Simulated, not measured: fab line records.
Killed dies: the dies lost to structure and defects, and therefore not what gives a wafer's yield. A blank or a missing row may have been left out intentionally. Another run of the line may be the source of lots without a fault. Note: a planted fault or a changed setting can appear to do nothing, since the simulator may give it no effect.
fab line records	flow gf180mcu
record: lots: 12	wafers: 36	last_day: 34
route steps=602 shown STI@15 NWELL@50 VT_IMPLANT@132 HV_LDD@186
lots untouched by any fault: they come from a run of this same line in which no faults occurred
start_h: hours from the record's first day to the start of the lot's first wafer shown	wait_h: time in hours since the lot's previous step	" the same as in the row above	L1.1+2: a single row standing in for several wafers	- no value, or no start was given	* or withheld: withheld	< > ~ a bound
route shown NAME@n: names a module that has steps shown in the file, with the first one's number in the route	usual: mean/standard deviation taken from wafers without a fault	same: alike in all rows	chamber/n: place in a boat	sites: readings site by site	_std_site: their standard deviation	_edge_site: inner sites' mean taken away from outer sites' mean	radius_mm: for every site, how far away it sits from the centre of the wafer	mask NAME#n: copy n	behind: the last tool/chamber to shape the wafer	hold: the reason the lot was held/the length of the hold in hours/how it ended	device: the n, p or np transistor that did not switch	end of line: at the end of the route, the tests of the same wafers	where a step has no rows: the recipe by itself	killed: dies that structure and defects cost at the first sort, which is not the same as the wafer's yield	map: shows each die of a wafer: x if killed, . if not, _ if none is there
set.NAME: the run value of the setting; set.NAME@STEP: its run value at that earlier step	model.NAME: the simulator's own value behind a step, which no gauge read
one table for each step of the route and one row for each wafer, over a sample of lots
services: from which hour (start_h, from the record's first day; less than 0 if before it) a tool's chamber was out of use, for how many hours, and why
== steps ==
step: GF_STI_ETCH_14
recipe: target: Si	chemistry: HBr/Cl2/O2	target_depth_nm: 360	icp_w: 600	bias_w: 150	pressure_mtorr: 15	HBr_flow_sccm: 150	Cl2_flow_sccm: 40	O2_flow_sccm: 6	time_s: 102.9
usual: drypump_motor_current_A: 5.9/0.66	mfc_cl2_sccm: 40.01/0.12	oes_product_au: 0.997/0.0087	throttle_valve_pct: 25.657/0.01
lot.wafer	tool	chamber	start_h	wait_h	drypump_motor_current_A	mfc_cl2_sccm	oes_product_au	rf_hours_counter_h	throttle_valve_pct
L113.2	rie_si-02	2	32.94	0.0	6.5	40.10	0.984	154	25.657
L113.5	"	2	"	"	6.5	40.03	0.987	-	25.672
L113.6	"	1	"	"	6.3	40.04	0.998	-	25.679
L114.1	rie_si-01	1	35.79	0.0	6.3	40.08	0.987	62	25.655
L114.3	"	0	"	"	5.2	40.01	0.991	0	25.673
L114.4	"	2	"	"	6.5	39.79	0.996	111	25.682
L115.2	rie_si-01	2	41.22	0.0	6.5	40.02	0.993	112	25.656
L115.5	"	3	"	"	4.8	39.85	1.007	-	25.646
L115.6	"	0	"	"	5.2	40.02	0.985	-	25.646
L116.1	rie_si-01	1	45.49	0.0	6.3	39.97	1.007	62	25.663
L116.3	"	0	"	"	5.2	39.95	0.991	0	25.664
L116.6	"	3	"	"	4.8	40.07	1.002	-	25.673
L118.2	rie_si-01	1	56.41	0.0	6.3	40.05	1.001	62	25.665
L118.4	"	3	"	"	4.8	40.10	1.011	1	25.640
L118.6	"	3	"	"	4.8	40.16	0.993	-	25.665
L119.2	rie_si-02	3	60.82	0.0	5.3	40.01	0.985	3	25.665
L119.4	"	1	"	"	6.3	39.92	0.990	41	25.647
L119.6	"	1	"	"	6.4	40.01	0.995	-	25.668
L120.2	rie_si-01	1	68.51	0.0	6.3	40.13	1.011	62	25.642
L120.5	"	0	"	"	5.3	40.02	0.997	-	25.660
L120.6	"	1	"	"	6.3	40.06	1.020	-	25.652
L124.3	rie_si-01	0	89.11	0.0	5.2	40.19	0.985	1	25.672
L124.4	"	2	"	"	6.5	40.13	0.998	112	25.660
L124.5	"	1	"	"	6.3	39.96	1.011	-	25.651
L125.1	rie_si-02	0	92.19	0.0	6.3	40.18	1.012	3	25.648
L125.3	"	2	"	"	6.4	39.94	1.007	0	25.646
L125.5	"	1	"	"	6.4	40.22	1.004	-	25.650
L126.1	rie_si-02	1	99.37	0.0	6.3	39.95	0.987	41	25.670
L126.2	"	2	"	"	6.4	40.13	1.002	0	25.673
L126.6	"	1	"	"	6.3	39.80	1.002	-	25.648
L128.2	rie_si-01	2	107.66	0.0	6.5	40.08	1.005	112	25.670
L128.5	"	2	"	"	6.5	39.98	0.998	-	25.674
L128.6	"	3	"	"	4.8	39.90	0.997	-	25.645
L135.1	rie_si-01	0	146.66	0.0	5.2	39.97	0.985	1	25.667
L135.2	"	1	"	"	6.3	39.87	1.009	63	25.650
L135.6	"	2	"	"	6.5	40.07	0.991	-	25.661
step: GF_NWELL_IMPLANT_08
recipe: species: P	energy_kev: 450	dose_cm2: 1.5e+13	tilt_deg: 0
lot.wafer	tool	chamber	start_h	wait_h
L113.2+5+6	implanter-04	0	62.61	0.0
L114.1+3+4	implanter-04	0	67.95	0.0
L115.2+5+6	implanter-02	0	70.31	0.0
L116.1+3+6	implanter-03	0	77.28	0.0
L118.2+4+6	implanter-04	0	92.33	0.0
L119.2+4+6	implanter-03	0	96.98	0.0
L120.2+5+6	implanter-03	0	101.11	0.0
L124.3+4+5	implanter-02	0	121.80	0.1
L125.1+3+5	implanter-03	0	128.50	0.0
L126.1+2+6	implanter-02	0	132.65	0.0
L126.1+2+6	implanter-02	0	132.97	0.3
L128.2+5+6	implanter-04	0	141.65	0.0
L128.2+5+6	implanter-04	0	141.97	0.3
L135.1+2+6	implanter-03	0	182.75	0.0
step: GF_NWELL_TW_MEAS_11
usual: NWELL_TW: 1559/9
lot.wafer	tool	chamber	start_h	wait_h	NWELL_TW
L113.2	film_metro-04	-	62.99	0.1	1557
L113.5	"	-	"	"	1559
L113.6	"	-	"	"	1560
L114.1	film_metro-01	-	68.35	0.1	1545
L114.3	"	-	"	"	1549
L114.4	"	-	"	"	1558
L115.2	film_metro-04	-	70.69	0.1	1564
L115.5	"	-	"	"	1571
L115.6	"	-	"	"	1571
L116.1	film_metro-03	-	77.68	0.1	1577
L116.3	"	-	"	"	1576
L116.6	"	-	"	"	1573
L118.2	film_metro-04	-	92.71	0.1	1559
L118.4	"	-	"	"	1557
L118.6	"	-	"	"	1568
L119.2	film_metro-04	-	97.36	0.1	1545
L119.4	"	-	"	"	1551
L119.6	"	-	"	"	1547
L120.2	film_metro-04	-	101.49	0.1	1550
L120.5	"	-	"	"	1547
L120.6	"	-	"	"	1548
L124.3	film_metro-01	-	122.17	0.1	1558
L124.4	"	-	"	"	1552
L124.5	"	-	"	"	1550
L125.1	film_metro-01	-	128.90	0.1	1565
L125.3	"	-	"	"	1555
L125.5	"	-	"	"	1548
L126.1	film_metro-01	-	133.37	0.1	1903
L126.2	"	-	"	"	1909
L126.6	"	-	"	"	1913
L128.2	film_metro-01	-	142.36	0.1	1898
L128.5	"	-	"	"	1902
L128.6	"	-	"	"	1907
L135.1	film_metro-04	-	183.15	0.1	1561
L135.2	"	-	"	"	1558
L135.6	"	-	"	"	1558
step: GF_VT_IMPLANT_STRIP_42
recipe: chemistry: O2/N2	power_w: 1400	pressure_mtorr: 1500	platen_temp_c: 250	o2_flow_sccm: 3000	n2_flow_sccm: 300	overash_fraction: 0.5
usual: drypump_motor_current_A: 6.02/0.27	heater_power_w: 324/36	oes_product_au: 0.717/0.0038	strip_time_to_endpoint_s: 12.64/0.035
lot.wafer	tool	chamber	start_h	wait_h	drypump_motor_current_A	heater_power_w	oes_product_au	rf_hours_counter_h	strip_time_to_endpoint_s
L113.2	plasma_asher-04	1	160.65	0.1	6.09	291	0.721	50	12.63
L113.5	"	1	"	"	6.08	286	0.717	-	12.66
L113.6	"	0	"	"	6.20	317	0.716	-	12.66
L114.1	plasma_asher-03	1	169.90	0.1	5.69	328	0.715	5	12.61
L114.3	"	0	"	"	5.98	296	0.716	-	12.59
L114.4	"	1	"	"	5.68	313	0.715	-	12.58
L115.2	plasma_asher-04	1	173.35	0.1	6.09	288	0.717	51	12.60
L115.5	"	0	"	"	6.18	307	0.721	-	12.62
L115.6	"	1	"	"	6.09	292	0.715	-	12.59
L116.1	plasma_asher-03	0	182.75	0.1	6.00	289	0.721	7	12.62
L116.3	"	1	"	"	5.72	317	0.713	-	12.61
L116.6	"	1	"	"	5.69	316	0.708	-	12.61
L118.2	plasma_asher-03	1	201.48	0.1	5.68	316	0.714	9	12.61
L118.4	"	0	"	"	6.01	285	0.712	-	12.63
L118.6	"	0	"	"	6.01	285	0.718	-	12.62
L119.2	plasma_asher-03	1	206.40	0.1	5.67	315	0.716	9	12.65
L119.4	"	0	"	"	5.99	279	0.711	-	12.63
L119.6	"	0	"	"	6.00	290	0.711	-	12.65
L120.2	plasma_asher-01	0	211.35	0.1	6.43	383	0.714	56	12.61
L120.5	"	1	"	"	5.60	389	0.716	-	12.61
L120.6	"	0	"	"	6.47	368	0.715	-	12.60
L124.3	plasma_asher-04	0	237.23	0.1	6.21	318	0.716	-	12.61
L124.4	"	1	"	"	6.12	296	0.715	-	12.58
L124.5	"	1	"	"	6.09	295	0.717	-	12.60
L125.1	plasma_asher-03	0	245.98	0.1	6.01	288	0.712	14	12.65
L125.3	"	1	"	"	5.67	326	0.724	-	12.61
L125.5	"	0	"	"	5.99	285	0.717	-	12.64
L126.1	plasma_asher-01	0	250.55	0.1	6.47	379	0.721	62	12.60
L126.2	"	1	"	"	5.55	386	0.719	62	12.63
L126.6	"	1	"	"	5.60	388	0.709	-	12.62
L128.2	plasma_asher-03	1	261.20	0.1	5.68	315	0.719	16	12.61
L128.5	"	1	"	"	5.68	314	0.716	-	12.59
L128.6	"	0	"	"	5.99	293	0.719	-	12.59
L135.1	plasma_asher-04	1	315.90	0.1	6.06	290	0.717	66	12.72
L135.2	"	0	"	"	6.21	320	0.718	66	12.71
L135.6	"	1	"	"	6.11	291	0.719	-	12.73
step: GF_VT_IMPLANT_RS_MEAS_47
recipe: thk_meas_gauge: four-point-probe
usual: NWELL_RS: 488.0/0.96
lot.wafer	tool	chamber	start_h	wait_h	NWELL_RS[ohm/sq]
L113.2	film_metro-01	-	161.10	0.1	488.0
L113.5	"	-	"	"	486.5
L113.6	"	-	"	"	486.2
L114.1	film_metro-04	-	170.33	0.1	489.1
L114.3	"	-	"	"	489.4
L114.4	"	-	"	"	487.6
L115.2	film_metro-04	-	173.80	0.1	487.5
L115.5	"	-	"	"	488.2
L115.6	"	-	"	"	489.7
L116.1	film_metro-03	-	183.18	0.1	488.0
L116.3	"	-	"	"	486.8
L116.6	"	-	"	"	487.9
L118.2	film_metro-01	-	201.94	0.1	487.8
L118.4	"	-	"	"	488.2
L118.6	"	-	"	"	487.7
L119.2	film_metro-04	-	206.86	0.1	488.9
L119.4	"	-	"	"	490.2
L119.6	"	-	"	"	487.8
L120.2	film_metro-03	-	211.81	0.1	487.8
L120.5	"	-	"	"	487.0
L120.6	"	-	"	"	488.2
L124.3	film_metro-04	-	237.67	0.1	488.5
L124.4	"	-	"	"	489.1
L124.5	"	-	"	"	489.2
L125.1	film_metro-01	-	246.41	0.1	488.7
L125.3	"	-	"	"	486.8
L125.5	"	-	"	"	488.2
L126.1	film_metro-03	-	250.98	0.1	349.2
L126.2	"	-	"	"	351.0
L126.6	"	-	"	"	348.8
L128.2	film_metro-01	-	261.65	0.1	349.6
L128.5	"	-	"	"	349.4
L128.6	"	-	"	"	351.1
L135.1	film_metro-01	-	316.34	0.1	487.6
L135.2	"	-	"	"	486.3
L135.6	"	-	"	"	487.2
step: GF_HV_LDD_STRIP_10
recipe: chemistry: O2/N2	power_w: 1400	pressure_mtorr: 1500	platen_temp_c: 250	o2_flow_sccm: 3000	n2_flow_sccm: 300	overash_fraction: 0.5
usual: drypump_motor_current_A: 6.0/0.31	heater_power_w: 349/34	oes_product_au: 0.716/0.0041	strip_time_to_endpoint_s: 12.64/0.037
lot.wafer	tool	chamber	start_h	wait_h	drypump_motor_current_A	heater_power_w	oes_product_au	rf_hours_counter_h	strip_time_to_endpoint_s
L113.2	plasma_asher-01	1	216.98	0.1	5.6	384	0.713	57	12.71
L113.5	"	0	"	"	6.5	383	0.721	-	12.69
L113.6	"	1	"	"	5.6	382	0.718	-	12.73
L114.1	plasma_asher-01	1	228.87	0.1	5.5	376	0.714	59	12.68
L114.3	"	1	"	"	5.6	381	0.715	-	12.70
L114.4	"	0	"	"	6.5	381	0.718	-	12.71
L115.2	plasma_asher-01	0	233.08	0.1	6.5	376	0.721	60	12.68
L115.5	"	0	"	"	6.5	377	0.713	-	12.65
L115.6	"	1	"	"	5.6	386	0.721	-	12.65
L116.1	plasma_asher-01	1	242.81	0.1	5.6	381	0.719	61	12.60
L116.3	"	1	"	"	5.6	378	0.718	-	12.65
L116.6	"	0	"	"	6.5	381	0.717	-	12.66
L118.2	plasma_asher-03	0	262.85	0.1	6.0	283	0.718	16	12.66
L118.4	"	0	"	"	6.0	299	0.717	-	12.68
L118.6	"	0	"	"	6.0	292	0.718	-	12.66
L119.2	plasma_asher-01	1	270.23	0.1	5.6	372	0.716	64	12.64
L119.4	"	1	"	"	5.6	380	0.713	-	12.60
L119.6	"	0	"	"	6.5	381	0.717	-	12.60
L120.2	plasma_asher-03	1	274.97	0.1	5.7	316	0.714	17	12.65
L120.5	"	0	"	"	6.0	294	0.719	-	12.62
L120.6	"	1	"	"	5.7	312	0.724	-	12.58
L124.3	plasma_asher-01	0	303.56	0.1	6.5	383	0.719	-	12.67
L124.4	"	1	"	"	5.7	375	0.713	-	12.68
L124.5	"	1	"	"	5.7	380	0.711	-	12.64
L125.1	plasma_asher-03	1	313.87	0.1	5.7	313	0.711	21	12.63
L125.3	"	1	"	"	5.7	323	0.720	-	12.63
L125.5	"	1	"	"	5.6	317	0.712	-	12.62
L126.1	plasma_asher-02	1	318.28	0.1	6.0	372	0.714	49	12.63
L126.2	"	0	"	"	6.1	330	0.717	49	12.58
L126.6	"	1	"	"	6.0	361	0.711	-	12.58
L128.2	plasma_asher-03	0	330.38	0.1	6.0	297	0.715	23	12.58
L128.5	"	1	"	"	5.7	325	0.717	-	12.60
L128.6	"	0	"	"	6.0	293	0.711	-	12.62
L135.1	plasma_asher-02	1	389.60	0.1	6.0	377	0.711	57	12.66
L135.2	"	0	"	"	6.1	333	0.713	57	12.66
L135.6	"	1	"	"	6.0	372	0.722	-	12.68
== services ==
tool	chamber	start_h	hours	kind
rie_si-01	3	17.33	11.8	repair
rie_si-01	1	18.57	16.8	repair
plasma_asher-01	-	19.13	2.8	pm
rie_si-01	2	19.30	3.3	repair
implanter-03	-	26.78	1.4	repair
plasma_asher-01	-	52.35	13.1	repair
rie_si-01	-	65.07	0.1	repair
rie_si-01	2	68.70	1.0	repair
plasma_asher-03	-	108.75	9.0	pm
rie_si-01	0	113.93	4.4	repair
plasma_asher-01	-	134.26	2.2	repair
rie_si-01	0	150.85	6.7	repair
implanter-04	-	159.20	4.7	repair
rie_si-01	-	198.63	2.8	pm
implanter-03	-	201.85	5.1	pm
plasma_asher-03	-	207.96	2.9	repair
implanter-04	-	212.84	4.5	repair
implanter-04	-	223.65	7.7	pm
plasma_asher-03	-	251.07	1.4	repair
rie_si-01	-	262.48	0.3	repair
rie_si-01	3	295.77	22.0	repair
plasma_asher-01	-	308.15	1.0	repair
plasma_asher-03	-	337.96	14.6	pm
rie_si-01	3	378.59	6.5	repair
== key ==
first_sign: step: GF_NWELL_IMPLANT_08	reading: visit	direction: added
effect: step: GF_NWELL_TW_MEAS_11	reading: NWELL_TW	direction: up	sigmas: 39	usual: 1559	struck: 1905
effect: step: GF_VT_IMPLANT_RS_MEAS_47	reading: NWELL_RS	direction: down	sigmas: 99+	usual: 488.0	struck: 349.8
met_at GF_NWELL_IMPLANT_08
struck_lots L126,L128
tester_left_out L126,L128
not_acting_at GF_STI_ETCH_14,GF_VT_IMPLANT_STRIP_42,GF_HV_LDD_STRIP_10
fault: kind: repeated_step_whole	tool: implanter-02,implanter-03,implanter-04	chamber: -	onset_h: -	steps: GF_NWELL_IMPLANT_08	times: 1	scope: struck_lots_only
tester_left_out: of these lots the tester's yield and bins aren't shown, on N5 and GAA mostly nor the transistor test; their killed dies are dies lost to structure and defects alone, not to doping, threshold or leakage, so they don't give the yield
